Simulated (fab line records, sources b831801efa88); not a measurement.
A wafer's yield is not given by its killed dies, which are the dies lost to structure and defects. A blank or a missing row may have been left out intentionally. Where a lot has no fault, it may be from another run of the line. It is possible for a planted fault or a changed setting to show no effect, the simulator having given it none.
Matching of chambers + flow sky130 + rieDiel-02 running SKY_VIA4_ETCH_12: 4 sister chambers
The step etches SiO2 in C4F8/O2/Ar, stops on TiN, target depth 580 nm. 4 wafers are shown with their chamber, then 7 later ones without.

WAFERS PAIRED WITH THEIR CHAMBERS
| wafer  | chamber | oesProductAu (a.u.) |
|--------|---------|---------------------|
| L346.2 | 1       | 0.920               |
| L351.6 | 3       | 0.928               |
| L353.2 | 0       | 0.927               |
| L353.4 | 2       | 0.932               |

WAFERS MISSING THEIR CHAMBER
| wafer  | oesProductAu (a.u.) |
|--------|---------------------|
| L353.5 | 0.929               |
| L359.2 | 0.934               |
| L359.5 | 0.934               |
| L359.6 | 0.934               |
| L360.1 | 0.921               |
| L360.4 | 0.924               |
| L360.6 | 0.924               |

EACH ONE'S CHAMBER
| wafer  | from the rows above          | in truth |
|--------|------------------------------|----------|
| L353.5 | can't be placed: 3 or 0 or 2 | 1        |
| L359.2 | can't be placed: 2 or 3      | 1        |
| L359.5 | can't be placed: 2 or 3      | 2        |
| L359.6 | can't be placed: 2 or 3      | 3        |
| L360.1 | 1                            | 1        |
| L360.4 | can't be placed: 0 or 1 or 3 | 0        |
| L360.6 | can't be placed: 0 or 1 or 3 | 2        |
Placed correctly: 1 of 7. Unplaceable from these rows: 6, with the true chamber sitting among the candidates in 3. Number placed wrongly: 0.
How it was worked out, from the rows above alone: a wafer's distance from a chamber is the root of the sum, over the readings, of the square of ((its reading less the chamber's mean) divided by the reading's scatter). The wafer belongs to the nearest chamber; if the next one is less than 2 further off, it can't be placed. The mean given for a chamber averages the wafers shown for that chamber. The scatter: with one shown wafer a chamber, the root of the mean of the squares of how far each hidden wafer lies from its nearest shown one.
